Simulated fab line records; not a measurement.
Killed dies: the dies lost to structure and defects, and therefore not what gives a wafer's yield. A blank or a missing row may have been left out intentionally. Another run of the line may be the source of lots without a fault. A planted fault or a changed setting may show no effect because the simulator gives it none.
fab line records	flow sky130
record: lots: 6	wafers: 18	last_day: 50
route steps=708 shown LDD_HVP@288 LDD_LDN@289 PAD_OPEN@708
lots untouched by any fault: they come from a run of this same line in which no faults occurred
start_h: the number of hours between the record's first day and the start of the first shown wafer of the lot	wait_h: time in hours since the lot's previous step	" the same as in the row above	L1.1+2: one row covering several wafers at once	- no value, or no start given	* or withheld: withheld	< > ~ a bound
route shown NAME@n: NAME is a module with steps in the file, n the number in the route of the first one	usual: average and standard deviation across the fault-free wafers	same: alike in all rows	chamber/n: place in a boat	sites: readings site by site	_std_site: the values' standard deviation	_edge_site: outer sites' mean less inner sites'	radius_mm: how far each site lies from the wafer's centre	mask NAME#n: copy n	behind: tool/chamber where the wafer was last shaped	hold: reason for holding the lot/hours on hold/outcome of the hold	device: whichever transistor did not switch (one of n, p or np)	end of line: the tests these same wafers got at the end of their route	a step given without rows: its recipe and nothing more	killed: count of dies lost to structure and defects at first sort (not the wafer's yield)	map: the dies of a wafer, with x for killed, . for not killed, _ for no die there
set.NAME: the run value of the setting; set.NAME@STEP: its run value at that earlier step	model.NAME: the simulator's own value behind a step, which no gauge read
lots at selected steps of the route; one table per step, one row per wafer
services: the hour from which a tool's chamber was out of use, counted from the record's first day as start_h (under 0 if before that day), plus the number of hours and why
== steps ==
step: SKY_LDD_HVP_TW_MEAS_10
usual: LDD_HVP_TW: 458/4.2
lot.wafer	tool	chamber	start_h	wait_h	LDD_HVP_TW
L734.1	film_metro-03	-	490.54	0.1	449
L734.2	"	-	"	"	454
L734.6	"	-	"	"	454
L738.1	film_metro-03	-	547.19	0.1	451
L738.5	"	-	"	"	455
L738.6	"	-	"	"	454
L743.1	film_metro-02	-	577.94	0.1	465
L743.2	"	-	"	"	465
L743.4	"	-	"	"	463
L745.1	film_metro-01	-	595.44	0.1	460
L745.4	"	-	"	"	461
L745.5	"	-	"	"	460
L754.1	film_metro-02	-	663.44	0.1	461
L754.3	"	-	"	"	461
L754.4	"	-	"	"	461
L757.2	film_metro-01	-	689.95	0.1	455
L757.3	"	-	"	"	453
L757.4	"	-	"	"	454
step: SKY_LDD_LDN_DEHYDRATE_00
recipe: temp_c: 200	time_s: 60
step: SKY_LDD_LDN_HMDS_01
recipe: prime_time_s: 60	prime_temp_c: 120
step: SKY_LDD_LDN_COAT_02
recipe: resist: NOVOLAK	spin_rpm: 3000	resist_thk_nm: 1140
step: SKY_LDD_LDN_SOFTBAKE_03
recipe: temp_c: 90	time_s: 60	resist: NOVOLAK
step: SKY_LDD_LDN_EXPOSE_04
recipe: mask_id: LDNTM	na: 0.6	source_shape: conventional	sigma_outer: 0.6	polarization: unpolarized	target_cd_nm: 700	dose_mj: 140
step: SKY_LDD_LDN_PEB_05
recipe: temp_c: withheld	time_s: *	resist: NOVOLAK
step: SKY_LDD_LDN_DEVELOP_06
recipe: resist: NOVOLAK	developer: TMAH	develop_time_s: 60	dev_temp_c: 23
step: SKY_LDD_LDN_OVL_MEAS_07
usual: LDD_LDN_OVL: 0.0/1.4
lot.wafer	tool	chamber	start_h	wait_h	LDD_LDN_OVL[nm]
L734.1	overlay-02	-	520.61	0.1	-2.0
L734.2	"	-	"	"	-1.3
L734.6	"	-	"	"	-1.0
L738.1	overlay-01	-	576.55	0.1	0.0
L738.5	"	-	"	"	1.4
L738.6	"	-	"	"	-0.8
L743.1	overlay-02	-	607.15	0.1	-0.1
L743.2	"	-	"	"	-0.8
L743.4	"	-	"	"	-0.8
L745.1	overlay-02	-	625.36	0.1	-1.3
L745.4	"	-	"	"	-0.6
L745.5	"	-	"	"	-0.2
L754.1	overlay-02	-	690.85	0.1	0.2
L754.3	"	-	"	"	-1.4
L754.4	"	-	"	"	-2.3
L757.2	overlay-02	-	717.92	0.1	0.7
L757.3	"	-	"	"	1.3
L757.4	"	-	"	"	0.9
step: SKY_LDD_LDN_IMPLANT_08
recipe: species: As	energy_kev: 15	dose_cm2: 1.25e+13	tilt_deg: withheld	rotation_deg: 23
step: SKY_LDD_LDN_IMPLANT_09
recipe: species: As	energy_kev: 15	dose_cm2: 1.25e+13	tilt_deg: withheld	rotation_deg: 113
step: SKY_LDD_LDN_IMPLANT_10
recipe: species: As	energy_kev: 15	dose_cm2: 1.25e+13	tilt_deg: withheld	rotation_deg: 203
step: SKY_LDD_LDN_IMPLANT_11
recipe: species: As	energy_kev: 15	dose_cm2: 1.25e+13	tilt_deg: withheld	rotation_deg: 293
usual: dose_ions_cm2: 1.2501e+13/1.2e+10	faraday_current_uA: 70.5/1.5	rotation_deg: 293.01/0.067
lot.wafer	tool	chamber	start_h	wait_h	dose_ions_cm2	faraday_current_uA	rotation_deg
L734.1	implanter-02	0	521.10	0.1	1.2526e+13	72.6	293.00
L734.2	"	0	"	"	1.251e+13	71.5	292.92
L734.6	"	0	"	"	1.2517e+13	70.9	293.04
L738.1	implanter-01	0	577.04	0.1	1.2507e+13	71.4	293.00
L738.5	"	0	"	"	1.2517e+13	72.3	293.15
L738.6	"	0	"	"	1.2513e+13	72.6	293.03
L743.1	implanter-01	0	607.64	0.1	8.881e+12	48.5	293.12
L743.2	"	0	"	"	8.875e+12	49.4	293.08
L743.4	"	0	"	"	8.859e+12	46.8	292.96
L745.1	implanter-01	0	625.85	0.1	8.861e+12	49.7	292.96
L745.4	"	0	"	"	8.871e+12	49.8	293.01
L745.5	"	0	"	"	8.86e+12	50.4	293.00
L754.1	implanter-03	0	691.34	0.1	1.2521e+13	69.7	293.11
L754.3	"	0	"	"	1.2509e+13	70.4	293.05
L754.4	"	0	"	"	1.2509e+13	70.1	293.04
L757.2	implanter-01	0	718.42	0.1	1.2527e+13	71.1	292.99
L757.3	"	0	"	"	1.2508e+13	70.2	293.00
L757.4	"	0	"	"	1.2509e+13	71.7	292.95
step: SKY_LDD_LDN_STRIP_12
recipe: chemistry: O2/N2	power_w: 1400	pressure_mtorr: 1500	platen_temp_c: withheld	o2_flow_sccm: 3000	n2_flow_sccm: 300	overash_fraction: 0.5
usual: drypump_motor_current_A: 5.4/0.33	n2_flow_sccm: 300.0/0.86	oes_product_au: 0.716/0.0052	strip_time_to_endpoint_s: 14.19/0.04
same: overash_fraction: 0.5
lot.wafer	tool	chamber	start_h	wait_h	drypump_motor_current_A	n2_flow_sccm	oes_product_au	rf_hours_counter_h	strip_time_to_endpoint_s
L734.1	plasma_asher-03	0	521.25	0.1	5.6	300.4	0.708	39	14.20
L734.2	"	1	"	"	5.7	300.5	0.710	39	14.19
L734.6	"	0	"	"	5.6	300.4	0.705	-	14.20
L738.1	plasma_asher-01	1	577.19	0.1	4.9	300.4	0.729	76	14.20
L738.5	"	1	"	"	4.9	300.0	0.712	-	14.19
L738.6	"	0	"	"	5.4	302.2	0.711	-	14.16
L743.1	plasma_asher-01	1	607.79	0.1	4.9	298.9	0.715	79	14.15
L743.2	"	0	"	"	5.4	300.8	0.721	79	14.15
L743.4	"	1	"	"	4.9	298.8	0.718	-	14.14
L745.1	plasma_asher-03	0	626.00	0.1	5.6	301.0	0.711	50	14.13
L745.4	"	1	"	"	5.7	300.9	0.719	-	14.17
L745.5	"	1	"	"	5.7	299.5	0.724	-	14.22
L754.1	plasma_asher-03	1	691.49	0.1	5.7	300.6	0.710	56	14.17
L754.3	"	1	"	"	5.7	299.3	0.708	-	14.16
L754.4	"	0	"	"	5.6	299.9	0.717	-	14.19
L757.2	plasma_asher-03	1	718.55	0.1	5.7	299.5	0.717	58	14.14
L757.3	"	1	"	"	5.7	301.0	0.717	-	14.17
L757.4	"	0	"	"	5.6	301.0	0.723	-	14.23
step: SKY_PAD_OPEN_PROBE_99
usual: killed_at_M0_to_M3: 43/6.9	killed_at_M4_up: 3.1/1.8	killed_at_contacts: 24/5.1	killed_at_front_end: 15/4.8	killed_at_other: 0.3/0.48	killed_dies: 86/8.9	killed_open: 47/6.8	killed_short: 39/6.3
same: gross_dies: 492	killed_at_back_side: 0
lot.wafer	tool	chamber	start_h	wait_h	killed_at_M0_to_M3	killed_at_M4_up	killed_at_contacts	killed_at_front_end	killed_at_other	killed_dies	killed_open	killed_short	model.etest.tip_sonos.rs_ohm_sq
L734.1	prober-02	-	1069.15	0.1	43	1	25	13	1	83	49	34	2808
L734.2	prober-02	-	1069.20	0.1	51	4	23	13	0	91	54	37	2748
L734.6	prober-02	-	1069.40	0.2	46	3	16	19	0	84	41	43	2756
L738.1	prober-01	-	1114.70	0.1	43	1	26	16	1	87	53	33	2727
L738.5	prober-01	-	1114.90	0.2	51	0	18	17	1	87	53	33	2732
L738.6	prober-01	-	1114.95	0.2	51	3	14	14	0	82	40	42	2705
L743.1	prober-01	-	1128.22	0.1	29	2	23	20	0	74	36	38	2776
L743.2	prober-01	-	1128.27	0.1	46	7	15	19	0	87	44	43	2680
L743.4	prober-01	-	1128.37	0.2	43	2	22	15	0	82	44	38	2771
L745.1	prober-01	-	1144.58	0.1	43	1	27	24	1	96	47	49	2708
L745.4	prober-01	-	1144.73	0.2	35	6	20	12	0	73	36	37	2651
L745.5	prober-01	-	1144.78	0.2	40	3	22	18	0	83	33	50	2683
L754.1	prober-02	-	1189.02	0.1	47	3	20	18	0	88	42	46	2649
L754.3	prober-02	-	1189.12	0.2	58	5	24	13	0	100	60	39	2629
L754.4	prober-02	-	1189.17	0.2	42	1	20	18	0	81	44	37	2634
L757.2	prober-01	-	1197.95	0.1	49	1	26	18	0	94	44	50	2538
L757.3	prober-01	-	1198.00	0.2	50	3	18	18	0	89	47	42	2478
L757.4	prober-01	-	1198.05	0.2	35	5	25	17	0	82	42	39	2491
killed by level:class
L734.1 VIA1:geometric_particle:open=12 CONTACT:geometric_particle:open=11 VIA3:geometric_particle:open=9 CONTACT:geometric_particle:short=8 METAL1:geometric_particle:short=7 FIELD_ISO:geometric_particle:open=5 METAL3:geometric_particle:short=4 POLY_GATE:geometric_particle:open=3
L734.2 VIA1:geometric_particle:open=10 VIA2:geometric_particle:open=10 LI_CONTACT:geometric_particle:open=9 CONTACT:geometric_particle:short=6 METAL3:geometric_particle:short=6 CONTACT:geometric_particle:open=5 METAL2:geometric_particle:open=5 VIA3:geometric_particle:open=5
L734.6 METAL2:geometric_particle:short=9 CONTACT:geometric_particle:open=8 VIA1:geometric_particle:open=7 VIA2:geometric_particle:open=7 FIELD_ISO:geometric_particle:open=6 VIA3:geometric_particle:open=5 FIELD_ISO:geometric_particle:short=4 POLY_GATE:geometric_particle:open=4
L738.1 CONTACT:geometric_particle:open=13 METAL2:geometric_particle:short=11 VIA1:geometric_particle:open=9 LI_CONTACT:geometric_particle:open=6 VIA2:geometric_particle:open=6 VIA3:geometric_particle:open=6 POLY_GATE:geometric_particle:short=4 POLY_GATE:geometric_particle:open=4
L738.5 VIA1:geometric_particle:open=10 METAL1:geometric_particle:short=8 VIA3:geometric_particle:open=8 LI_CONTACT:geometric_particle:open=7 VIA2:geometric_particle:open=7 CONTACT:geometric_particle:open=6 FIELD_ISO:geometric_particle:short=5 METAL2:geometric_particle:short=5
L738.6 VIA1:geometric_particle:open=7 CONTACT:geometric_particle:open=7 METAL1:geometric_particle:short=7 VIA1:geometric_particle:short=6 METAL2:geometric_particle:short=6 VIA2:geometric_particle:open=5 VIA3:geometric_particle:open=5 POLY_GATE:geometric_particle:short=4
L743.1 VIA1:geometric_particle:open=8 CONTACT:geometric_particle:open=7 LI_CONTACT:geometric_particle:open=6 FIELD_ISO:geometric_particle:open=5 POLY_GATE:geometric_particle:short=5 CONTACT:geometric_particle:short=5 FIELD_ISO:geometric_particle:short=4 POLY_GATE:geometric_particle:open=4
L743.2 VIA3:geometric_particle:open=9 CONTACT:geometric_particle:open=7 FIELD_ISO:geometric_particle:open=6 VIA1:geometric_particle:short=6 METAL2:geometric_particle:short=6 VIA1:geometric_particle:open=6 POLY_GATE:geometric_particle:short=4 METAL1:geometric_particle:short=4
L743.4 VIA1:geometric_particle:open=10 LI_CONTACT:geometric_particle:open=9 VIA3:geometric_particle:open=9 FIELD_ISO:geometric_particle:short=5 FIELD_ISO:geometric_particle:open=4 LI_CONTACT:geometric_particle:short=4 METAL2:geometric_particle:short=4 CONTACT:geometric_particle:open=4
L745.1 VIA1:geometric_particle:open=11 CONTACT:geometric_particle:open=8 LOCAL_INTERCONNECT:geometric_particle:short=6 VIA3:geometric_particle:open=6 POLY_GATE:geometric_particle:short=5 SPACER:geometric_particle:short=5 LI_CONTACT:geometric_particle:short=5 METAL2:geometric_particle:short=5
L745.4 CONTACT:geometric_particle:open=9 VIA1:geometric_particle:open=6 VIA2:geometric_particle:open=6 CONTACT:geometric_particle:short=5 METAL3:geometric_particle:short=5 METAL4:geometric_particle:short=5 VIA3:geometric_particle:open=4 METAL1:geometric_particle:short=4
L745.5 POLY_GATE:geometric_particle:short=8 METAL1:geometric_particle:short=7 VIA1:geometric_particle:open=7 VIA3:geometric_particle:open=7 LOCAL_INTERCONNECT:geometric_particle:short=6 CONTACT:geometric_particle:short=6 VIA3:geometric_particle:short=6 CONTACT:geometric_particle:open=5
L754.1 VIA1:geometric_particle:open=8 CONTACT:geometric_particle:open=8 FIELD_ISO:geometric_particle:short=7 VIA2:geometric_particle:open=6 METAL1:geometric_particle:short=6 VIA3:geometric_particle:open=6 VIA1:geometric_particle:short=5 FIELD_ISO:geometric_particle:open=4
L754.3 VIA1:geometric_particle:open=15 CONTACT:geometric_particle:open=12 METAL1:geometric_particle:short=10 VIA3:geometric_particle:open=6 LI_CONTACT:geometric_particle:open=5 METAL2:geometric_particle:short=5 VIA2:geometric_particle:open=5 FIELD_ISO:geometric_particle:open=4
L754.4 VIA1:geometric_particle:open=11 LOCAL_INTERCONNECT:geometric_particle:short=7 VIA2:geometric_particle:open=7 VIA3:geometric_particle:open=5 LI_CONTACT:geometric_particle:open=5 FIELD_ISO:geometric_particle:short=4 POLY_GATE:geometric_particle:short=4 CONTACT:geometric_particle:open=4
L757.2 METAL2:geometric_particle:short=11 VIA1:geometric_particle:open=8 LOCAL_INTERCONNECT:geometric_particle:short=7 METAL1:geometric_particle:short=6 CONTACT:geometric_particle:open=6 CONTACT:geometric_particle:short=5 VIA2:geometric_particle:open=5 VIA3:geometric_particle:open=5
L757.3 VIA1:geometric_particle:open=10 CONTACT:geometric_particle:open=8 METAL2:geometric_particle:short=8 METAL1:geometric_particle:short=7 METAL3:geometric_particle:short=6 FIELD_ISO:geometric_particle:open=5 VIA3:geometric_particle:open=5 VIA2:geometric_particle:open=5
L757.4 VIA1:geometric_particle:open=9 LI_CONTACT:geometric_particle:open=8 METAL2:geometric_particle:short=7 FIELD_ISO:geometric_particle:short=6 POLY_GATE:geometric_particle:short=6 CONTACT:geometric_particle:open=6 VIA2:geometric_particle:open=6 VIA3:geometric_particle:open=5
== services ==
tool	chamber	start_h	hours	kind
implanter-02	-	529.13	3.2	pm
implanter-03	-	539.53	0.6	repair
implanter-01	-	598.18	2.0	repair
plasma_asher-01	-	598.80	4.2	repair
plasma_asher-01	-	629.78	0.9	repair
plasma_asher-03	-	664.83	2.4	repair
implanter-01	-	693.40	2.8	repair
implanter-02	-	697.34	4.4	repair
implanter-02	-	698.59	0.9	repair
plasma_asher-01	-	705.47	2.8	pm
plasma_asher-03	-	711.42	1.4	repair
plasma_asher-01	-	718.46	6.4	repair
== key ==
first_sign: step: SKY_LDD_LDN_IMPLANT_11	reading: dose_ions_cm2	direction: down	sigmas: 99+	usual: *	struck: *
effect: step: SKY_LDD_LDN_IMPLANT_11	reading: faraday_current_uA	direction: down	sigmas: 14	usual: 70.5	struck: 49.1
model_effect: step: SKY_PAD_OPEN_PROBE_99	value: etest.tip_sonos.rs_ohm_sq	without: 2606	struck: 2712
met_at SKY_LDD_LDN_IMPLANT_11
struck_wafers L743.1,L743.2,L743.4,L745.1,L745.4,L745.5
tester_left_out L743,L745
onset_between 577.04 607.64
fault: kind: process_parameter_drift	tool: implanter-01	chamber: -	onset_h: 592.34	steps: SKY_LDD_LDN_IMPLANT_11	channel: dose_cm2	offset: *	shape: step	end_h: 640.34	acts_in: *	stated: *
tester_left_out: of these lots the tester's yield and bins aren't shown, on N5 and GAA mostly nor the transistor test; their killed dies are dies lost to structure and defects alone, not to doping, threshold or leakage, so they don't give the yield
